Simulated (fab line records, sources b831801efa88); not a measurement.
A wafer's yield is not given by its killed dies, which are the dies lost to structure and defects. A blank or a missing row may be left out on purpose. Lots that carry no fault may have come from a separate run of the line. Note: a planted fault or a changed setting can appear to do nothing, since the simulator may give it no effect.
2 desks looking at one fault | flow gf180mcu | numbers are kept per desk, each desk with only its own; the story behind them comes last

## FROM THE METROLOGY DESK
Lot by lot, what the gauges showed, no matter which tool ran the lot: averages of those sampled wafers that carry a number. The brackets show how far a lot's mean lies from the usual mean; more than 4 standard deviations puts the lot out of limits, marked OUT.
Columns: A = cdNm at GF_SAB_CD_MEAS_09, usual 420.2 nm; B = SAB_OVL at GF_SAB_OVL_MEAS_10, usual 0.0 nm
lot  | first seen here | A                | B
L192 | day 15 06:46    | 420.7            | 0.9
L193 | day 15 22:21    | 418.4            | -1.4
L194 | day 16 05:10    | 422.7            | -1.7
L195 | day 16 13:42    | 422.9            | -0.3
L196 | day 16 18:07    | 422.3            | 0.3
L197 | day 17 08:28    | 419.2            | 1.3
L198 | day 17 15:59    | 419.8            | -0.0
L205 | day 20 12:07    | 431.3 (+4.4) OUT | 0.4
L207 | day 21 05:24    | 431.5 (+4.5) OUT | -0.0
L209 | day 21 23:07    | 421.5            | 1.1
L210 | day 22 03:41    | 421.4            | -1.5
L212 | day 22 11:34    | 421.9            | 1.8
L213 | day 23 00:28    | 420.8            | -0.6
This desk finds L205, L207 out of limits, L205 being first, at day 20 12:07 (cdNm at GF_SAB_CD_MEAS_09). In limits: L192, L193, L194, L195, L196, L197, L198, L209, L210, L212, L213.

## DESK OF THE TOOL OWNER: ilineStepper-01
The tool's own readings at GF_SAB_EXPOSE_06 (exposes mask SAB, target cd 420 nm): means of the sampled wafers that have a number, for each lot that ran on this tool. The brackets show how far a lot's mean lies from the usual mean; more than 4 standard deviations puts the lot out of limits, marked OUT.
Columns: A = exposureDoseMJCm2 at GF_SAB_EXPOSE_06, usual 140.16
lot  | first seen here | A
L192 | day 14 21:02    | 140.13
L194 | day 15 18:23    | 140.18
L196 | day 16 07:14    | 139.99
L197 | day 16 21:45    | 140.25
L205 | day 20 00:14    | 133.65 (-54) OUT
L207 | day 20 17:55    | 134.98 (-43) OUT
This desk finds L205, L207 out of limits, L205 being first, at day 20 00:14 (exposureDoseMJCm2 at GF_SAB_EXPOSE_06). In limits: L192, L194, L196, L197.

## TAKEN TOGETHER
The tool owner's desk had the chance to raise an alarm at day 20 00:14 on L205, L207.
At day 20 12:07 the metrology desk could have sounded an alarm, on L205, L207.
The lots listed all ran GF_SAB_EXPOSE_06 on ilineStepper-01.

## WHAT HAD BEEN PUT IN BY THE SIMULATOR
Process parameter drift: ilineStepper-01, from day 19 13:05 on, at GF_SAB_EXPOSE_06. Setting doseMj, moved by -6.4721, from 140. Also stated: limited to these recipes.
Shown lots that were struck: L205, L207.
Counting hours from when the fault started, the first reading out of limits came at 11 for the tool owner's desk and at 23 for the metrology desk.
